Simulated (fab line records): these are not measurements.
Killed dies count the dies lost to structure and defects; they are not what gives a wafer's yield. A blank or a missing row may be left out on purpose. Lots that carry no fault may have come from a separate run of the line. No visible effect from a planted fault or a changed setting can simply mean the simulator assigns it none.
Matching of chambers -- flow gf180mcu -- GF_CONTACT_CVD_02 on pecvd-02: 3 sister chambers
The step deposits SiO2 from TEOS, target thk 860 nm, time 95.992 s. 16 wafers are shown with their chamber, then 8 later ones without.

WAFERS PAIRED WITH THEIR CHAMBERS
wafer,chamber,heater-power-w (W)
L385.3,2,652
L385.4,2,537
L385.5,1,802
L391.3,1,710
L391.5,1,788
L391.6,0,749
L394.3,0,772
L394.4,2,676
L394.5,0,802
L395.2,0,738
L395.5,0,810
L395.6,1,839
L402.4,2,582
L402.5,0,680
L402.6,1,816
L404.2,2,728

SIGNATURES (means of the wafers above)
reading,chamber 0,chamber 1,chamber 2,scatter within a chamber
heater-power-w,758.50,791.00,635.00,58.2
Rule: for a wafer and a chamber, the distance is found by dividing, reading by reading, the gap between the wafer's reading and the chamber's mean by the reading's scatter, squaring, summing and taking the root. If the next closest chamber is less than 2 further off than the closest, the wafer can't be placed; otherwise it belongs to the closest. The scatter: take each reading less its chamber's mean, square it, sum over the shown wafers, divide by the number of wafers less the number of chambers, and take the root.

WAFERS WITH NO CHAMBER GIVEN
wafer,heater-power-w (W)
L404.4,849
L404.5,781
L407.1,865
L407.2,742
L407.4,677
L408.1,685
L408.2,655
L408.3,825

WHICH CHAMBER EACH WENT THROUGH
wafer,from the rows above,in truth
L404.4,can't be placed: 1 or 0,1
L404.5,can't be placed: 1 or 0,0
L407.1,can't be placed: 1 or 0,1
L407.2,can't be placed: 0 or 1 or 2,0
L407.4,can't be placed: 2 or 0 or 1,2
L408.1,can't be placed: 2 or 0 or 1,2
L408.2,can't be placed: 2 or 0 or 1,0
L408.3,can't be placed: 1 or 0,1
Placed correctly: 0 of 8. Cannot be placed on the basis of these rows: 8; the candidates contain the true chamber in 8. Placed wrongly: 0.
